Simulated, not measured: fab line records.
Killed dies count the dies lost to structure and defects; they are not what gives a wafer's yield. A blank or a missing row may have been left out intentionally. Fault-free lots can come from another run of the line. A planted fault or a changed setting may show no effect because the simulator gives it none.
Which tool was responsible? | flow sky130 | 13 lots with 39 wafers sampled at 4 steps, on a route of 708 steps

WHAT THE GAUGES SHOWED, per wafer
SKY_LDD_N_OVL_MEAS_07. Usual: LDD_N_OVL -0.6 nm, standard deviation 1.3.
lot  | measured     | on         | LDD_N_OVL (nm) | flag
L631 | day 18 00:02 | overlay-02 | 0.1 0.2 -0.2   |
L632 | day 18 01:51 | overlay-01 | 1.9 1.5 -0.2   |
L636 | day 20 10:06 | overlay-02 | -0.2 -0.8 -2.6 |
L637 | day 20 10:25 | overlay-02 | -1.3 -2.0 -3.3 |
L635 | day 20 10:42 | overlay-02 | -0.9 -0.3 0.2  |
L638 | day 21 02:04 | overlay-02 | -1.1 -1.1 -0.8 |
L639 | day 22 01:19 | overlay-02 | -0.3 -0.2 1.6  |
L640 | day 22 01:26 | overlay-01 | -1.3 -0.8 0.3  |
L643 | day 22 14:11 | overlay-02 | - - -          | OFF
L645 | day 23 08:41 | overlay-02 | -1.1 1.6 1.8   |
L646 | day 23 14:29 | overlay-02 | -0.4 0.1 0.4   |
L652 | day 25 19:33 | overlay-02 | 0.7 0.4 1.5    |
L653 | day 25 22:21 | overlay-01 | -2.2 -2.7 -1.1 |

SKY_LDD_N_TW_MEAS_17. Usual: LDD_N_TW 2603, standard deviation 29.
lot  | measured     | on            | LDD_N_TW       | flag
L631 | day 18 01:22 | film metro-03 | 2590 2604 2608 |
L632 | day 18 03:14 | film metro-03 | 2587 2596 2576 |
L636 | day 20 11:26 | film metro-01 | 2580 2578 2577 |
L637 | day 20 11:45 | film metro-03 | 2593 2598 2590 |
L635 | day 20 12:02 | film metro-04 | 2642 2645 2645 |
L638 | day 21 03:24 | film metro-04 | 2642 2637 2634 |
L639 | day 22 02:40 | film metro-01 | 2577 2571 2581 |
L640 | day 22 02:47 | film metro-01 | 2570 2565 2570 |
L643 | day 22 15:31 | film metro-03 | 30 30 30       | OFF
L645 | day 23 10:02 | film metro-01 | 2569 2582 2577 |
L646 | day 23 15:50 | film metro-04 | 2653 2661 2653 |
L652 | day 25 20:53 | film metro-04 | 2618 2629 2642 |
L653 | day 25 23:41 | film metro-03 | 2582 2589 2600 |

SKY_LDD_P_TW_MEAS_11. Usual: LDD_P_TW 642, standard deviation 5.9.
lot  | measured     | on            | LDD_P_TW       | flag
L631 | day 19 08:01 | film metro-02 | 641 640 638    |
L632 | day 19 09:22 | film metro-02 | 637 640 642    |
L636 | day 21 18:42 | film metro-04 | 647 649 647    |
L637 | day 21 18:54 | film metro-03 | 638 639 640    |
L635 | day 21 19:22 | film metro-02 | 638 636 636    |
L638 | day 22 10:33 | film metro-03 | 640 643 640    |
L639 | day 23 09:44 | film metro-02 | 636 638 636    |
L640 | day 23 09:47 | film metro-03 | 641 639 636    |
L643 | day 23 22:20 | film metro-04 | 2655 2659 2662 | OFF
L645 | day 24 16:03 | film metro-04 | 648 648 646    |
L646 | day 24 21:13 | film metro-02 | 640 637 632    |
L652 | day 27 01:48 | film metro-02 | 638 643 642    |
L653 | day 27 04:04 | film metro-02 | 639 639 640    |

WHAT TOOL EACH LOT RAN ON (gives the tool, then ch and the chambers of the sampled wafers, and finally the start)
lot  | SKY_LDD_N_EXPOSE_04
L631 | iline stepper-01 ch 0, day 17 09:29
L632 | iline stepper-01 ch 0, day 17 11:02
L636 | iline stepper-02 ch 0, day 19 18:37
L637 | iline stepper-01 ch 0, day 19 18:53
L635 | iline stepper-01 ch 0, day 19 19:12
L638 | iline stepper-02 ch 0, day 20 11:17
L639 | iline stepper-02 ch 0, day 21 10:35
L640 | iline stepper-02 ch 0, day 21 10:43
L643 | iline stepper-02 ch 0, day 21 23:40
L645 | iline stepper-01 ch 0, day 22 17:44
L646 | iline stepper-02 ch 0, day 23 00:07
L652 | iline stepper-01 ch 0, day 25 05:02
L653 | iline stepper-01 ch 0, day 25 07:52
- SKY_LDD_N_EXPOSE_04: exposes mask NTM, target cd 840 nm.

WHAT THE TOOLS THEMSELVES READ (means of the sampled wafers that have a number; where no wafer has one, the mark that the record gives instead)
The record holds no such reading with a usual standard deviation.

THE ANSWER, worked out from the rows above alone
Rule: lot off if the mean of its wafers having a number is beyond 3 standard deviations from the usual mean. Also off: a lot with no number at a reading for which 4 or more lots have one. Any other lot the step has rows for is counted as sound. After the gauges, taken in route order, come the tools' own readings; for these a lot's mean is taken, as printed above. The first step at which some lot is off is used, and at that step the reading that is off furthest; a lot without a number counts as furthest.
Off: L643, at SKY_LDD_N_OVL_MEAS_07 (LDD_N_OVL). Without a number there: L643.
If a tool, at a process step before that reading, ran all the lots that are off and no sound lot after the first of them, it fits. The gauges at SKY_LDD_N_OVL_MEAS_07 aren't tried: what is off there is off at SKY_LDD_N_TW_MEAS_17 too, on other tools, and a gauge's error can't cause that. None of those tried fits.

WHAT HAD BEEN PUT IN BY THE SIMULATOR
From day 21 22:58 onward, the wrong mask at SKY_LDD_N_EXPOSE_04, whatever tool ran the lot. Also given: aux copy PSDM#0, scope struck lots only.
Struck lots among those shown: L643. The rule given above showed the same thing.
